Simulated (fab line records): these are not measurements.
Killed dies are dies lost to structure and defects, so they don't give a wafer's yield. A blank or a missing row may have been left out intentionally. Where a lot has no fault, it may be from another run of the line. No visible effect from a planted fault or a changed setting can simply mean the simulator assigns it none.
2 desks, one fault || flow sky130 || each desk holds nothing but its own numbers, with what lay behind them at the end

THE METROLOGY DESK
Lot by lot, what the gauges showed, no matter which tool ran the lot: averages of those sampled wafers that carry a number. Any lot whose mean is over 4 standard deviations away from the usual mean is out of limits and marked OUT; that distance is given in the brackets.
Columns: A = VIA3_W_RS at SKY_VIA3_RS_MEAS_22, usual 0.293 ohm/sq; B = CAP2M_TIN_THK at SKY_CAP2M_THK_MEAS_04, usual 199.3 nm
{"lot": "L752", "first seen here": "day 39 10:50", "A": 0.288, "B": 200.8}
{"lot": "L753", "first seen here": "day 40 14:14", "A": 0.299, "B": 198.7}
{"lot": "L754", "first seen here": "day 40 16:35", "A": 0.299, "B": 200.3}
{"lot": "L756", "first seen here": "day 41 02:20", "A": 0.288, "B": 199.6}
{"lot": "L757", "first seen here": "day 41 03:20", "A": 0.298, "B": 200.3}
{"lot": "L762", "first seen here": "day 42 18:37", "A": 0.293, "B": 201.2}
{"lot": "L763", "first seen here": "day 43 02:49", "A": 0.295, "B": 198.6}
{"lot": "L770", "first seen here": "day 44 23:30", "A": 0.281, "B": 197.7}
{"lot": "L771", "first seen here": "day 45 02:35", "A": 0.285, "B": 196.3}
{"lot": "L772", "first seen here": "day 45 08:58", "A": 0.289, "B": 198.8}
{"lot": "L774", "first seen here": "day 46 08:41", "A": 0.292, "B": 199.8}
{"lot": "L773", "first seen here": "day 46 11:38", "A": 0.287, "B": 198.2}
This desk's finding: nothing out of limits on any of the 12 lots.

TOOL OWNER'S DESK, pvdSputter-02
The tool's own readings at SKY_METAL4_SPUTTER_00 (material Ti, target thk 15 nm, time 10 s): means of the sampled wafers that have a number, for each lot that ran on this tool. Any lot whose mean is over 4 standard deviations away from the usual mean is out of limits and marked OUT; that distance is given in the brackets.
Columns: A = cathodeDcPowerW at SKY_METAL4_SPUTTER_00, usual 3000.0 W; B = chamberPressurePa at SKY_METAL4_SPUTTER_00, usual 0.4000 Pa; C = throttleValvePct at SKY_METAL4_SPUTTER_00, usual 30.8 %
{"lot": "L752", "first seen here": "day 39 11:18", "A": 2999.9, "B": 0.4005, "C": 30.5}
{"lot": "L753", "first seen here": "day 40 14:42", "A": 2999.7, "B": 0.3996, "C": 31.0}
{"lot": "L757", "first seen here": "day 41 03:59", "A": 2999.9, "B": 0.4002, "C": 31.0}
{"lot": "L762", "first seen here": "day 42 19:06", "A": "2323.4 (-99 or more) OUT", "B": 0.4003, "C": 30.2}
{"lot": "L763", "first seen here": "day 43 03:18", "A": "2323.5 (-99 or more) OUT", "B": 0.4000, "C": 31.1}
This desk's finding: out of limits on L762, L763; first on L762, day 42 19:06 (cathodeDcPowerW at SKY_METAL4_SPUTTER_00). L752, L753, L757: within limits.

TAKEN TOGETHER
The tool owner's desk had the chance to raise an alarm at day 42 19:06 on L762, L763.
From the metrology desk's view, nothing was out of limits.
The metrology desk has L762, L763 on record, within its limits.
All the named lots went through SKY_METAL4_SPUTTER_00 on pvdSputter-02.

WHAT THE SIMULATOR PUT IN
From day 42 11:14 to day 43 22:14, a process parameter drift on pvdSputter-02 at SKY_METAL4_SPUTTER_00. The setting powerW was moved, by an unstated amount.
Struck lots among those shown: L762, L763.
Time in hours from fault onset to the first out-of-limits reading at each desk: the tool owner's desk, 8.
